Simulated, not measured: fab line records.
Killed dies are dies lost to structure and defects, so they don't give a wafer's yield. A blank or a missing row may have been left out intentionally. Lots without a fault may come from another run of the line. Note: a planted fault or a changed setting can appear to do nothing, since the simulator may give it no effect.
Chamber matching    flow gf180mcu    hdpcvd-01 running GF_CONTACT_CVD_00: 3 sister chambers
The step deposits SiO2, target thk 300 nm, time 50 s. 14 wafers are shown with their chamber, then 7 later ones without.

WAFERS PAIRED WITH THEIR CHAMBERS
wafer   chamber  sih4 flow sccm (sccm)
L339.3  1        60.20
L339.4  2        60.02
L339.6  0        59.92
L343.1  1        59.81
L343.5  2        60.09
L343.6  0        59.95
L344.2  2        60.00
L344.3  1        60.08
L344.5  2        59.93
L347.1  0        60.13
L347.5  1        60.21
L347.6  2        60.12
L346.1  2        59.94
L346.2  0        59.99

SIGNATURES (means of the wafers above)
reading         chamber 0  chamber 1  chamber 2  scatter within a chamber
sih4 flow sccm  59.9975    60.0750    60.0167    0.12
Rule: for each reading, subtract the chamber's mean from the wafer's reading, divide by that reading's scatter and square the result; add these up over the readings and take the root, which gives the wafer's distance from the chamber. The wafer belongs to the nearest chamber; if the next one is less than 2 further off, it can't be placed. The scatter is the square root of a quotient: the sum, over the shown wafers, of each reading's squared deviation from its chamber's mean, divided by wafers minus chambers.

WAFERS WITHOUT THEIR CHAMBER
wafer   sih4 flow sccm (sccm)
L346.6  59.98
L348.1  59.88
L348.4  60.03
L348.6  59.92
L356.1  60.10
L356.4  60.44
L356.5  60.05

THE CHAMBER EACH PASSED THROUGH
wafer   from the rows above           in truth
L346.6  can't be placed: 0 or 2 or 1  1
L348.1  can't be placed: 0 or 2 or 1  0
L348.4  can't be placed: 2 or 0 or 1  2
L348.6  can't be placed: 0 or 2 or 1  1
L356.1  can't be placed: 1 or 2 or 0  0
L356.4  can't be placed: 1 or 2 or 0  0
L356.5  can't be placed: 1 or 2 or 0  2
Correctly placed: 0 of 7. Unplaceable from these rows: 7, with the true chamber sitting among the candidates in 7. Placed wrongly: 0.
